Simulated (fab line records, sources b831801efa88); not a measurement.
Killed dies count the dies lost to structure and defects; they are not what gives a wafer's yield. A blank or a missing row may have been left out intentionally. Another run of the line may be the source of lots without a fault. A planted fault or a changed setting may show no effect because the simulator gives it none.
One fault through the eyes of 2 desks | flow gf180mcu | what lay behind the numbers comes last; until then each desk has only its own

## THE TOOL OWNER'S DESK: implanter-01
The tool's own readings at GF_VT_IMPLANT_IMPLANT_41, given as means over the sampled wafers that have a number, one for each lot that went through this tool. A lot is out of limits, marked OUT, if its mean lies more than 4 standard deviations from the usual mean; the brackets give that distance.
Columns: A = beam-on-s at GF_VT_IMPLANT_IMPLANT_41, usual 10.00 s
lot  | first seen here | A
L801 | day 8 00:58     | 9.96
L805 | day 9 06:33     | 9.89
L806 | day 9 20:49     | 10.02
L811 | day 11 12:29    | 9.97
L813 | day 12 01:43    | 10.01
L812 | day 12 02:40    | 9.92
L815 | day 12 09:54    | 9.98
This desk's finding: nothing out of limits on any of the 7 lots.

## AT THE METROLOGY DESK
What the gauges read for every lot (on any tool): the sampled wafers with a number, averaged. A lot is out of limits, marked OUT, if its mean lies more than 4 standard deviations from the usual mean; the brackets give that distance.
Columns: A = STI_OXIDATION_02_THK at GF_STI_THK_MEAS_30, usual 10.07 nm; B = DNWELL_TW at GF_DNWELL_TW_MEAS_09, usual 1342; C = VT_IMPLANT_4_TW at GF_VT_IMPLANT_TW_MEAS_43, usual 691; D = HV_LDD_4_TW at GF_HV_LDD_TW_MEAS_50, usual 568
lot  | first seen here | A     | B    | C              | D
L799 | day 2 18:52     | 10.20 | 1347 | 695            | 563
L801 | day 3 00:22     | 9.98  | 1345 | 684            | 564
L805 | day 3 19:46     | 10.29 | 1345 | 694            | 578
L804 | day 3 19:47     | 10.14 | 1335 | 688            | 576
L806 | day 4 06:53     | 10.19 | 1334 | 694            | 563
L809 | day 4 16:26     | 10.20 | 1340 | 691            | 563
L811 | day 5 11:39     | 10.04 | 1336 | 682            | 579
L812 | day 5 21:38     | 10.05 | 1351 | 662 (-4.9) OUT | 566
L814 | day 5 21:38     | 9.93  | 1346 | 697            | 565
L813 | day 5 21:38     | 9.96  | 1354 | 693            | 564
L815 | day 6 03:07     | 9.82  | 1332 | 674            | 566
L817 | day 6 05:22     | 9.88  | 1340 | 688            | 577
L816 | day 6 05:53     | 9.89  | 1347 | 698            | 564
L821 | day 7 01:22     | 10.03 | 1340 | 688            | 564
This desk reports L812 out of limits; the earliest was L812 at day 12 02:55 (VT_IMPLANT_4_TW at GF_VT_IMPLANT_TW_MEAS_43). L799, L801, L805, L804, L806, L809, L811, L814, L813, L815, L817, L816, L821 stayed within limits.

## PUT TOGETHER
The metrology desk could have raised an alarm at day 12 02:55, on L812.
The desk of the tool owner found nothing out of limits.
Tool owner's desk: L812 on record, inside its limits.
Every lot named ran GF_VT_IMPLANT_IMPLANT_41 on implanter-01.

## WHAT THE SIMULATOR HAD PUT IN
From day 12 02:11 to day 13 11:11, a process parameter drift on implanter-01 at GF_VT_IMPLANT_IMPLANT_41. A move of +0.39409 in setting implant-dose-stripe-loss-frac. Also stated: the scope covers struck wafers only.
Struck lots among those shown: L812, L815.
Time in hours between the start of the fault and the first out-of-limits reading at each desk: metrology desk, 1.
